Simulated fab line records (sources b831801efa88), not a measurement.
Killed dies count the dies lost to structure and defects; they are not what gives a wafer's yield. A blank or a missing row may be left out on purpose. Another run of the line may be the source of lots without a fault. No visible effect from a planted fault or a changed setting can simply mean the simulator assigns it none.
2 desks looking at one fault ; flow gf180mcu ; what lay behind the numbers comes last; until then each desk has only its own

TOOL OWNER'S DESK, pvd_sputter-03
The tool's own readings at GF_TOP_METAL_SPUTTER_04 (material TiN, target thk 25 nm, time 20.8 s): means of the sampled wafers that have a number, for each lot that ran on this tool. The brackets show how far a lot's mean lies from the usual mean; more than 4 standard deviations puts the lot out of limits, marked OUT.
Columns: A = throttle_valve_pct at GF_TOP_METAL_SPUTTER_04, usual 30.2 %
lot;first seen here;A
L199;day 29 00:19;31.2
L201;day 29 19:35;31.1
L204;day 30 17:41;31.0
L214;day 33 05:46;30.9
This desk's finding: nothing out of limits on any of the 4 lots.

THE METROLOGY DESK
Lot by lot, what the gauges showed, no matter which tool ran the lot: averages of those sampled wafers that carry a number. The brackets show how far a lot's mean lies from the usual mean; more than 4 standard deviations puts the lot out of limits, marked OUT.
Columns: A = V5_W_RS at GF_V5_RS_MEAS_24, usual 0.326 ohm/sq; B = V5_W_THK at GF_V5_THK_MEAS_25, usual 348 nm; C = TOP_METAL_ALCU_RS at GF_TOP_METAL_RS_MEAS_05, usual 0.0330 ohm/sq; D = TOP_METAL_ALCU_THK at GF_TOP_METAL_THK_MEAS_06, usual 899 nm; E = cd_nm at GF_TOP_METAL_CD_MEAS_14, usual 439.5 nm; F = TOP_METAL_OVL at GF_TOP_METAL_OVL_MEAS_15, usual -0.8 nm
lot;first seen here;A;B;C;D;E;F
L199;day 28 23:32;0.322;353;0.0325;927;440.2;0.4
L201;day 29 18:59;0.324;346;0.0329;916;439.6;-1.5
L204;day 30 17:05;0.325;346;0.0326;920;441.2;-0.1
L206;day 30 23:47;0.328;347;0.0334;895;440.8;0.2
L208;day 31 14:17;0.330;341;0.0333;895;439.8;-2.9
L211;day 32 06:06;0.324;356;0.0334;887;438.0;-1.6
L214;day 33 05:05;0.331;341;0.0331;892;440.1;0.0
This desk's finding: nothing out of limits on any of the 7 lots.

PUT TOGETHER
The desk of the tool owner found nothing out of limits.
The metrology desk saw nothing out of limits.

WHAT HAD BEEN PUT IN BY THE SIMULATOR
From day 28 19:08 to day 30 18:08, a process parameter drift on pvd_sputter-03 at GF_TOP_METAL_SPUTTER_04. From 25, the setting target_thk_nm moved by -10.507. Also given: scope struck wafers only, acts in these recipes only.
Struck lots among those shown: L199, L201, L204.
